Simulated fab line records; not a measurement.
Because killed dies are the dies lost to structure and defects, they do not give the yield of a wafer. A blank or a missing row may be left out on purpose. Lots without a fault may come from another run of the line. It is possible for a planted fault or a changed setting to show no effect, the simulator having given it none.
fab line records	flow sky130	part 1 of 2: steps 1 to 28 of 39
[record] lots = 5	wafers = 15	last-day = 50
route steps=708 shown VT_ADJUST_HVTP@91 VT_ADJUST_LVTN@97 VT_ADJUST_NCORE@119
lots with no fault: from the same line, run without faults
start-h: hours from the record's opening day to when the first of the lot's shown wafers began	wait-h: how many hours have passed since the lot's step before this one	" unchanged from the row above	L1.1+2: a single row standing in for several wafers	- value missing, or start not given	* or withheld: withheld	< > ~ a bound
route shown NAME@n: a module of which the file shows steps, and the number in the route of the first	usual: average and standard deviation across the fault-free wafers	same: alike in all rows	chamber/n: place in a boat	sites: readings site by site	_std_site: their standard deviation	_edge_site: inner sites' mean taken away from outer sites' mean	radius-mm: for every site, how far away it sits from the centre of the wafer	mask NAME#n: copy n	behind: the tool/chamber that last shaped the wafer	hold: cause of the lot's hold/its duration in hours/its outcome	device: which transistor (n, p or np) failed to switch	end of line: the route-end tests of the same wafers	for a step that has no rows: nothing shown but its recipe	killed: not the wafer's yield, but the dies lost to structure and defects at the first sort	map: dies across one wafer; x = killed, . = not, _ = none there
set.NAME: setting as actually run; set.NAME@STEP: the setting as run at that earlier step	model.NAME: the simulator's own value behind a step, which no gauge read
a table for each step, a row for each wafer; lots at some steps of the route
services: when a tool's chamber went out of use (start-h, in hours from the record's first day, below 0 if earlier), for how many hours, and the reason
[[steps]]
[step SKY_VT_ADJUST_HVTP_DEVELOP_06]
[recipe] resist = NOVOLAK	developer = TMAH	develop-time-s = 60	dev-temp-c = 23
lot.wafer	tool	chamber	start-h	wait-h
L077.1+3+4	litho-track-02	0	141.05	0.1
L078.1+5+6	litho-track-03	0	152.08	0.1
L085.2+4+5	litho-track-04	0	192.99	0.1
L089.2+4+5	litho-track-02	0	221.13	0.1
L095.1+3+5	litho-track-04	0	280.06	0.1
[step SKY_VT_ADJUST_HVTP_CD_MEAS_07]
[recipe] target-cd-nm = 380
[usual] cd-nm = 380.4/2.4
lot.wafer	tool	chamber	start-h	wait-h	cd-nm
L077.1	cd-sem-02	-	141.20	0.1	381.3
L077.3	"	-	"	"	381.8
L077.4	"	-	"	"	381.8
L078.1	cd-sem-02	-	152.23	0.1	379.3
L078.5	"	-	"	"	380.1
L078.6	"	-	"	"	379.4
L085.2	cd-sem-01	-	193.13	0.1	379.1
L085.4	"	-	"	"	377.8
L085.5	"	-	"	"	379.6
L089.2	cd-sem-01	-	221.27	0.1	381.0
L089.4	"	-	"	"	380.2
L089.5	"	-	"	"	385.0
L095.1	cd-sem-02	-	280.21	0.1	378.7
L095.3	"	-	"	"	379.8
L095.5	"	-	"	"	378.5
[step SKY_VT_ADJUST_HVTP_OVL_MEAS_08]
[usual] VT_ADJUST_HVTP_OVL = 0.7/1.6
lot.wafer	tool	chamber	start-h	wait-h	VT_ADJUST_HVTP_OVL[nm]
L077.1	overlay-01	-	141.32	0.1	0.4
L077.3	"	-	"	"	1.0
L077.4	"	-	"	"	-1.0
L078.1	overlay-02	-	152.35	0.1	-0.4
L078.5	"	-	"	"	1.5
L078.6	"	-	"	"	-0.9
L085.2	overlay-02	-	193.24	0.1	1.6
L085.4	"	-	"	"	1.0
L085.5	"	-	"	"	2.1
L089.2	overlay-02	-	221.38	0.1	3.0
L089.4	"	-	"	"	1.9
L089.5	"	-	"	"	1.0
L095.1	overlay-02	-	280.33	0.1	1.0
L095.3	"	-	"	"	1.6
L095.5	"	-	"	"	1.2
[step SKY_VT_ADJUST_HVTP_IMPLANT_09]
[recipe] species = As	energy-kev = 150	dose-cm2 = 4.3e+12	tilt-deg = withheld
[usual] dose-ions-cm2 = 4.3e+12/4.7e+09
lot.wafer	tool	chamber	start-h	wait-h	dose-ions-cm2
L077.1	implanter-02	0	141.36	0.0	4.295e+12
L077.3	"	0	"	"	4.297e+12
L077.4	"	0	"	"	4.302e+12
L078.1	implanter-02	0	152.39	0.0	4.3e+12
L078.5	"	0	"	"	4.304e+12
L078.6	"	0	"	"	4.304e+12
L085.2	implanter-02	0	193.29	0.0	4.3e+12
L085.4	"	0	"	"	4.3e+12
L085.5	"	0	"	"	4.304e+12
L089.2	implanter-04	0	221.43	0.0	4.3e+12
L089.4	"	0	"	"	4.294e+12
L089.5	"	0	"	"	4.304e+12
L095.1	implanter-03	0	280.37	0.0	4.303e+12
L095.3	"	0	"	"	4.309e+12
L095.5	"	0	"	"	4.304e+12
[step SKY_VT_ADJUST_HVTP_STRIP_10]
[recipe] chemistry = O2/N2	power-w = 1400	pressure-mtorr = 1500	platen-temp-c = withheld	o2-flow-sccm = 3000	n2-flow-sccm = 300	overash-fraction = 0.5
[usual] drypump-motor-current-A = 5.67/0.28	n2-flow-sccm = 300.0/0.92	oes-product-au = 0.717/0.0043	strip-time-to-endpoint-s = 14.18/0.037
lot.wafer	tool	chamber	start-h	wait-h	drypump-motor-current-A	n2-flow-sccm	oes-product-au	rf-hours-counter-h	strip-time-to-endpoint-s
L077.1	plasma-asher-02	1	141.51	0.1	5.49	300.4	0.711	32	14.17
L077.3	"	1	"	"	5.50	301.0	0.717	-	14.18
L077.4	"	0	"	"	6.13	299.9	0.709	-	14.19
L078.1	plasma-asher-01	1	152.54	0.1	5.30	299.9	0.717	3	14.21
L078.5	"	1	"	"	5.30	299.4	0.714	-	14.23
L078.6	"	0	"	"	5.79	301.1	0.712	-	14.19
L085.2	plasma-asher-01	1	193.42	0.1	5.29	300.7	0.718	7	14.19
L085.4	"	0	"	"	5.78	300.9	0.720	-	14.23
L085.5	"	0	"	"	5.76	299.5	0.719	-	14.23
L089.2	plasma-asher-04	0	221.56	0.1	5.55	299.4	0.716	53	14.20
L089.4	"	1	"	"	5.92	299.6	0.706	-	14.20
L089.5	"	0	"	"	5.52	299.7	0.713	-	14.19
L095.1	plasma-asher-01	0	280.52	0.1	5.76	299.8	0.722	16	14.21
L095.3	"	0	"	"	5.74	300.4	0.717	-	14.20
L095.5	"	0	"	"	5.72	300.7	0.726	-	14.16
[step SKY_VT_ADJUST_HVTP_TW_MEAS_11]
[usual] VT_ADJUST_HVTP_TW = 1371/12
lot.wafer	tool	chamber	start-h	wait-h	VT_ADJUST_HVTP_TW
L077.1	film-metro-01	-	141.61	0.1	1377
L077.3	"	-	"	"	1380
L077.4	"	-	"	"	1380
L078.1	film-metro-01	-	152.64	0.1	1386
L078.5	"	-	"	"	1384
L078.6	"	-	"	"	1380
L085.2	film-metro-01	-	193.53	0.1	1385
L085.4	"	-	"	"	1375
L085.5	"	-	"	"	1369
L089.2	film-metro-01	-	221.67	0.1	1380
L089.4	"	-	"	"	1376
L089.5	"	-	"	"	1376
L095.1	film-metro-04	-	280.62	0.1	1356
L095.3	"	-	"	"	1359
L095.5	"	-	"	"	1355
[step SKY_VT_ADJUST_LVTN_DEHYDRATE_00]
[recipe] temp-c = 200	time-s = 60
lot.wafer	tool	chamber	start-h	wait-h
L077.1+3+4	litho-track-01	0	150.61	9.0
L078.1+5+6	litho-track-04	0	160.96	8.3
L085.2+4+5	litho-track-01	0	203.03	9.5
L089.2+4+5	litho-track-04	0	231.99	10.3
L095.1+3+5	litho-track-04	0	292.96	12.3
[step SKY_VT_ADJUST_LVTN_HMDS_01]
[recipe] prime-time-s = 60	prime-temp-c = 120
lot.wafer	tool	chamber	start-h	wait-h
L077.1+3+4	litho-track-01	0	150.76	0.1
L078.1+5+6	litho-track-04	0	161.11	0.1
L085.2+4+5	litho-track-01	0	203.18	0.1
L089.2+4+5	litho-track-04	0	232.14	0.1
L095.1+3+5	litho-track-04	0	293.11	0.1
[step SKY_VT_ADJUST_LVTN_COAT_02]
[recipe] spin-rpm = 2000	resist-thk-nm = 3000
lot.wafer	tool	chamber	start-h	wait-h
L077.1+3+4	litho-track-01	0	150.91	0.1
L078.1+5+6	litho-track-04	0	161.26	0.1
L085.2+4+5	litho-track-01	0	203.33	0.1
L089.2+4+5	litho-track-04	0	232.29	0.1
L095.1+3+5	litho-track-04	0	293.26	0.1
[step SKY_VT_ADJUST_LVTN_SOFTBAKE_03]
[recipe] temp-c = 110	time-s = withheld
lot.wafer	tool	chamber	start-h	wait-h
L077.1+3+4	litho-track-01	0	151.06	0.1
L078.1+5+6	litho-track-04	0	161.41	0.1
L085.2+4+5	litho-track-01	0	203.49	0.1
L089.2+4+5	litho-track-04	0	232.45	0.1
L095.1+3+5	litho-track-04	0	293.41	0.1
[step SKY_VT_ADJUST_LVTN_EXPOSE_04]
[recipe] mask-id = NWM_COMPLEMENT_LESS_NATIVE	na = 0.6	source-shape = conventional	sigma-outer = 0.6	polarization = unpolarized	target-cd-nm = 840	dose-mj = 194
[usual] reticle-temp-C = 23.00/0.11
[same] na = 0.6
lot.wafer	tool	chamber	start-h	wait-h	mask	reticle-temp-C
L077.1	iline-stepper-01	0	-	-	NWM_COMPLEMENT_LESS_NATIVE#0	22.86
L077.3	"	0	"	"	NWM_COMPLEMENT_LESS_NATIVE#0	22.79
L077.4	"	0	"	"	NWM_COMPLEMENT_LESS_NATIVE#0	22.81
L078.1	iline-stepper-02	0	-	-	NWM_COMPLEMENT_LESS_NATIVE#0	23.04
L078.5	"	0	"	"	NWM_COMPLEMENT_LESS_NATIVE#0	23.10
L078.6	"	0	"	"	NWM_COMPLEMENT_LESS_NATIVE#0	23.02
L085.2	iline-stepper-02	0	-	-	NWM_COMPLEMENT_LESS_NATIVE#0	22.94
L085.4	"	0	"	"	NWM_COMPLEMENT_LESS_NATIVE#0	23.10
L085.5	"	0	"	"	NWM_COMPLEMENT_LESS_NATIVE#0	23.12
L089.2	iline-stepper-01	0	-	-	NWM_COMPLEMENT_LESS_NATIVE#0	23.32
L089.4	"	0	"	"	NWM_COMPLEMENT_LESS_NATIVE#0	23.15
L089.5	"	0	"	"	NWM_COMPLEMENT_LESS_NATIVE#0	23.24
L095.1	iline-stepper-02	0	-	-	NWM_COMPLEMENT_LESS_NATIVE#0	23.10
L095.3	"	0	"	"	NWM_COMPLEMENT_LESS_NATIVE#0	22.94
L095.5	"	0	"	"	NWM_COMPLEMENT_LESS_NATIVE#0	23.08
[step SKY_VT_ADJUST_LVTN_PEB_05]
[recipe] temp-c = 115	time-s = withheld
lot.wafer	tool	chamber	start-h	wait-h
L077.1+3+4	litho-track-02	0	-	-
L078.1+5+6	litho-track-04	0	-	-
L085.2+4+5	litho-track-02	0	-	-
L089.2+4+5	litho-track-02	0	-	-
L095.1+3+5	litho-track-04	0	-	-
[step SKY_VT_ADJUST_LVTN_DEVELOP_06]
[recipe] wall-angle-deg = 90	developer = TMAH	develop-time-s = 60	dev-temp-c = 23
lot.wafer	tool	chamber	start-h	wait-h
L077.1+3+4	litho-track-02	0	-	-
L078.1+5+6	litho-track-04	0	-	-
L085.2+4+5	litho-track-02	0	-	-
L089.2+4+5	litho-track-02	0	-	-
L095.1+3+5	litho-track-04	0	-	-
[step SKY_VT_ADJUST_LVTN_OVL_MEAS_07]
[usual] VT_ADJUST_LVTN_OVL = 0.0/1.1
lot.wafer	tool	chamber	start-h	wait-h	VT_ADJUST_LVTN_OVL[nm]
L077.1	overlay-01	-	160.00	-	1.4
L077.3	"	-	"	"	0.0
L077.4	"	-	"	"	0.4
L078.1	overlay-02	-	171.51	-	0.1
L078.5	"	-	"	"	0.3
L078.6	"	-	"	"	-0.4
L085.2	overlay-02	-	214.71	-	-0.5
L085.4	"	-	"	"	-0.5
L085.5	"	-	"	"	-0.8
L089.2	overlay-01	-	243.81	-	0.4
L089.4	"	-	"	"	0.7
L089.5	"	-	"	"	-0.3
L095.1	overlay-01	-	306.66	-	1.3
L095.3	"	-	"	"	-0.5
L095.5	"	-	"	"	0.8
[step SKY_VT_ADJUST_LVTN_IMPLANT_08]
[recipe] species = B	energy-kev = 30	dose-cm2 = 1.57e+12	tilt-deg = withheld
[usual] dose-ions-cm2 = 1.57e+12/1.8e+09
lot.wafer	tool	chamber	start-h	wait-h	dose-ions-cm2
L077.1	implanter-03	0	160.04	0.0	1.5716e+12
L077.3	"	0	"	"	1.5693e+12
L077.4	"	0	"	"	1.5676e+12
L078.1	implanter-01	0	171.55	0.0	1.5692e+12
L078.5	"	0	"	"	1.5715e+12
L078.6	"	0	"	"	1.5703e+12
L085.2	implanter-04	0	214.76	0.0	1.5732e+12
L085.4	"	0	"	"	1.5702e+12
L085.5	"	0	"	"	1.5723e+12
L089.2	implanter-04	0	243.86	0.0	1.5701e+12
L089.4	"	0	"	"	1.571e+12
L089.5	"	0	"	"	1.569e+12
L095.1	implanter-01	0	306.70	0.0	1.5696e+12
L095.3	"	0	"	"	1.5671e+12
L095.5	"	0	"	"	1.5692e+12
[step SKY_VT_ADJUST_LVTN_STRIP_09]
[recipe] chemistry = O2/N2	power-w = 1400	pressure-mtorr = 1500	platen-temp-c = withheld	o2-flow-sccm = 3000	n2-flow-sccm = 300	overash-fraction = 0.5
[usual] drypump-motor-current-A = 5.74/0.25	n2-flow-sccm = 300.1/0.9	oes-product-au = 0.722/0.0042	strip-time-to-endpoint-s = 36.89/0.09
lot.wafer	tool	chamber	start-h	wait-h	drypump-motor-current-A	n2-flow-sccm	oes-product-au	rf-hours-counter-h	strip-time-to-endpoint-s
L077.1	plasma-asher-04	0	160.19	0.1	5.51	298.5	0.723	47	36.98
L077.3	"	1	"	"	5.95	300.6	0.716	-	36.89
L077.4	"	0	"	"	5.50	299.8	0.717	-	36.92
L078.1	plasma-asher-03	0	171.70	0.1	6.08	300.7	0.730	49	36.83
L078.5	"	1	"	"	5.69	300.6	0.726	-	36.81
L078.6	"	0	"	"	6.08	299.1	0.716	-	36.90
L085.2	plasma-asher-04	0	214.89	0.1	5.52	300.5	0.728	52	36.95
L085.4	"	0	"	"	5.52	301.1	0.719	-	37.02
L085.5	"	1	"	"	5.96	298.4	0.719	-	36.88
L089.2	plasma-asher-03	0	243.99	0.1	6.07	298.9	0.717	55	36.95
L089.4	"	0	"	"	6.06	298.7	0.723	-	36.87
L089.5	"	1	"	"	5.70	299.7	0.727	-	36.83
L095.1	plasma-asher-01	0	306.85	0.1	5.81	299.6	0.727	19	36.89
L095.3	"	0	"	"	5.78	299.9	0.726	-	36.91
L095.5	"	0	"	"	5.78	299.4	0.721	-	36.99
[step SKY_VT_ADJUST_LVTN_TW_MEAS_10]
[usual] VT_ADJUST_LVTN_TW = 243.4/2.7
lot.wafer	tool	chamber	start-h	wait-h	VT_ADJUST_LVTN_TW
L077.1	film-metro-01	-	160.29	0.1	246.7
L077.3	"	-	"	"	247.3
L077.4	"	-	"	"	245.5
L078.1	film-metro-03	-	171.80	0.1	240.7
L078.5	"	-	"	"	240.4
L078.6	"	-	"	"	240.4
L085.2	film-metro-03	-	215.00	0.1	240.0
L085.4	"	-	"	"	239.8
L085.5	"	-	"	"	239.7
L089.2	film-metro-03	-	244.10	0.1	239.9
L089.4	"	-	"	"	240.0
L089.5	"	-	"	"	238.2
L095.1	film-metro-03	-	306.95	0.1	240.2
L095.3	"	-	"	"	240.9
L095.5	"	-	"	"	239.6
[step SKY_VT_ADJUST_LVTN_DEHYDRATE_11]
[recipe] temp-c = 200	time-s = 60
lot.wafer	tool	chamber	start-h	wait-h
L077.1+3+4	litho-track-04	0	169.41	9.1
L078.1+5+6	litho-track-04	0	180.71	8.9
L085.2+4+5	litho-track-02	0	225.78	10.8
L089.2+4+5	litho-track-04	0	255.79	11.7
L095.1+3+5	litho-track-01	0	319.31	12.3
[step SKY_VT_ADJUST_LVTN_HMDS_12]
[recipe] prime-time-s = 60	prime-temp-c = 120
lot.wafer	tool	chamber	start-h	wait-h
L077.1+3+4	litho-track-04	0	169.56	0.1
L078.1+5+6	litho-track-04	0	180.86	0.1
L085.2+4+5	litho-track-02	0	225.93	0.1
L089.2+4+5	litho-track-04	0	255.94	0.1
L095.1+3+5	litho-track-01	0	319.46	0.1
[step SKY_VT_ADJUST_LVTN_COAT_13]
[recipe] resist = NOVOLAK	spin-rpm = 3000	resist-thk-nm = 1140
lot.wafer	tool	chamber	start-h	wait-h
L077.1+3+4	litho-track-04	0	169.71	0.1
L078.1+5+6	litho-track-04	0	181.01	0.1
L085.2+4+5	litho-track-02	0	226.08	0.1
L089.2+4+5	litho-track-04	0	256.09	0.1
L095.1+3+5	litho-track-01	0	319.61	0.1
[step SKY_VT_ADJUST_LVTN_SOFTBAKE_14]
[recipe] temp-c = 90	time-s = 60	resist = NOVOLAK
lot.wafer	tool	chamber	start-h	wait-h
L077.1+3+4	litho-track-04	0	169.86	0.1
L078.1+5+6	litho-track-04	0	181.16	0.1
L085.2+4+5	litho-track-02	0	226.23	0.1
L089.2+4+5	litho-track-04	0	256.24	0.1
L095.1+3+5	litho-track-01	0	319.76	0.1
[step SKY_VT_ADJUST_LVTN_EXPOSE_15]
[recipe] mask-id = HVN_STD_DERIVED	na = 0.6	source-shape = conventional	sigma-outer = 0.6	polarization = unpolarized	target-cd-nm = 600	dose-mj = 163
[usual] reticle-temp-C = 23.02/0.11
[same] na = 0.6
lot.wafer	tool	chamber	start-h	wait-h	mask	reticle-temp-C
L077.1	iline-stepper-01	0	-	-	HVN_STD_DERIVED#0	23.13
L077.3	"	0	"	"	HVN_STD_DERIVED#0	23.04
L077.4	"	0	"	"	HVN_STD_DERIVED#0	22.96
L078.1	iline-stepper-01	0	-	-	HVN_STD_DERIVED#0	23.17
L078.5	"	0	"	"	HVN_STD_DERIVED#0	23.14
L078.6	"	0	"	"	HVN_STD_DERIVED#0	23.10
L085.2	iline-stepper-01	0	-	-	HVN_STD_DERIVED#0	23.19
L085.4	"	0	"	"	HVN_STD_DERIVED#0	23.15
L085.5	"	0	"	"	HVN_STD_DERIVED#0	23.08
L089.2	iline-stepper-01	0	-	-	HVN_STD_DERIVED#0	23.02
L089.4	"	0	"	"	HVN_STD_DERIVED#0	22.94
L089.5	"	0	"	"	HVN_STD_DERIVED#0	23.04
L095.1	iline-stepper-02	0	-	-	HVN_STD_DERIVED#0	23.15
L095.3	"	0	"	"	HVN_STD_DERIVED#0	23.11
L095.5	"	0	"	"	HVN_STD_DERIVED#0	23.20
[step SKY_VT_ADJUST_LVTN_PEB_16]
[recipe] temp-c = withheld	time-s = *	resist = NOVOLAK
lot.wafer	tool	chamber	start-h	wait-h
L077.1+3+4	litho-track-01	0	-	-
L078.1+5+6	litho-track-04	0	-	-
L085.2+4+5	litho-track-02	0	-	-
L089.2+4+5	litho-track-01	0	-	-
L095.1+3+5	litho-track-02	0	-	-
[step SKY_VT_ADJUST_LVTN_DEVELOP_17]
[recipe] resist = NOVOLAK	developer = TMAH	develop-time-s = 60	dev-temp-c = 23
lot.wafer	tool	chamber	start-h	wait-h
L077.1+3+4	litho-track-01	0	179.46	0.1
L078.1+5+6	litho-track-04	0	191.21	0.1
L085.2+4+5	litho-track-02	0	237.33	0.1
L089.2+4+5	litho-track-01	0	267.63	0.1
L095.1+3+5	litho-track-02	0	332.75	0.1
[step SKY_VT_ADJUST_LVTN_OVL_MEAS_18]
[usual] VT_ADJUST_LVTN_01_OVL = -0.8/1.6
lot.wafer	tool	chamber	start-h	wait-h	VT_ADJUST_LVTN_01_OVL[nm]
L077.1	overlay-01	-	179.61	0.1	-1.2
L077.3	"	-	"	"	-1.4
L077.4	"	-	"	"	0.9
L078.1	overlay-01	-	191.36	0.1	-2.3
L078.5	"	-	"	"	-3.1
L078.6	"	-	"	"	-2.7
L085.2	overlay-01	-	237.46	0.1	-1.3
L085.4	"	-	"	"	-2.0
L085.5	"	-	"	"	-1.3
L089.2	overlay-01	-	267.76	0.1	-2.5
L089.4	"	-	"	"	-2.7
L089.5	"	-	"	"	-1.9
L095.1	overlay-02	-	332.90	0.1	-1.7
L095.3	"	-	"	"	0.8
L095.5	"	-	"	"	-0.3
[step SKY_VT_ADJUST_LVTN_IMPLANT_19]
[recipe] species = B	energy-kev = 30	dose-cm2 = 6.5e+11	tilt-deg = withheld
[usual] dose-ions-cm2 = 6.499e+11/6.3e+08
lot.wafer	tool	chamber	start-h	wait-h	dose-ions-cm2
L077.1	implanter-03	0	179.64	0.0	6.499e+11
L077.3	"	0	"	"	6.504e+11
L077.4	"	0	"	"	6.51e+11
L078.1	implanter-03	0	191.40	0.0	6.494e+11
L078.5	"	0	"	"	6.505e+11
L078.6	"	0	"	"	6.506e+11
L085.2	implanter-03	0	237.51	0.0	6.497e+11
L085.4	"	0	"	"	6.487e+11
L085.5	"	0	"	"	6.499e+11
L089.2	implanter-01	0	267.82	0.0	6.502e+11
L089.4	"	0	"	"	6.495e+11
L089.5	"	0	"	"	6.498e+11
L095.1	implanter-03	0	332.94	0.0	6.501e+11
L095.3	"	0	"	"	6.5e+11
L095.5	"	0	"	"	6.499e+11
[step SKY_VT_ADJUST_LVTN_STRIP_20]
[recipe] chemistry = O2/N2	power-w = 1400	pressure-mtorr = 1500	platen-temp-c = withheld	o2-flow-sccm = 3000	n2-flow-sccm = 300	overash-fraction = 0.5
[usual] drypump-motor-current-A = 5.75/0.25	n2-flow-sccm = 300.1/0.92	oes-product-au = 0.716/0.0046	strip-time-to-endpoint-s = 14.16/0.034
lot.wafer	tool	chamber	start-h	wait-h	drypump-motor-current-A	n2-flow-sccm	oes-product-au	rf-hours-counter-h	strip-time-to-endpoint-s
L077.1	plasma-asher-03	0	179.79	0.1	6.07	301.0	0.714	50	14.16
L077.3	"	0	"	"	6.08	300.3	0.714	-	14.23
L077.4	"	1	"	"	5.71	299.9	0.714	-	14.16
L078.1	plasma-asher-01	0	191.55	0.1	5.74	299.5	0.714	7	14.15
L078.5	"	1	"	"	5.29	298.4	0.716	-	14.17
L078.6	"	0	"	"	5.73	301.8	0.714	-	14.13
L085.2	plasma-asher-04	0	237.64	0.1	5.50	300.3	0.713	55	14.16
L085.4	"	1	"	"	5.97	301.7	0.715	-	14.12
L085.5	"	1	"	"	5.95	301.2	0.713	-	14.15
L089.2	plasma-asher-03	0	267.94	0.1	6.07	299.8	0.708	57	14.17
L089.4	"	0	"	"	6.10	299.6	0.718	-	14.14
L089.5	"	1	"	"	5.70	299.9	0.714	-	14.15
L095.1	plasma-asher-03	0	333.09	0.1	6.09	300.1	0.715	63	14.14
L095.3	"	1	"	"	5.70	300.2	0.709	-	14.18
L095.5	"	1	"	"	5.71	300.2	0.716	-	14.17
[step SKY_VT_ADJUST_LVTN_TW_MEAS_21]
[usual] VT_ADJUST_LVTN_2_TW = 189.8/1.9
lot.wafer	tool	chamber	start-h	wait-h	VT_ADJUST_LVTN_2_TW
L077.1	film-metro-01	-	179.89	0.1	191.2
L077.3	"	-	"	"	191.4
L077.4	"	-	"	"	190.7
L078.1	film-metro-01	-	191.65	0.1	190.3
L078.5	"	-	"	"	189.3
L078.6	"	-	"	"	190.2
L085.2	film-metro-03	-	237.75	0.1	187.4
L085.4	"	-	"	"	186.0
L085.5	"	-	"	"	186.7
L089.2	film-metro-02	-	268.05	0.1	191.4
L089.4	"	-	"	"	190.2
L089.5	"	-	"	"	190.2
L095.1	film-metro-01	-	333.19	0.1	192.5
L095.3	"	-	"	"	192.1
L095.5	"	-	"	"	192.5
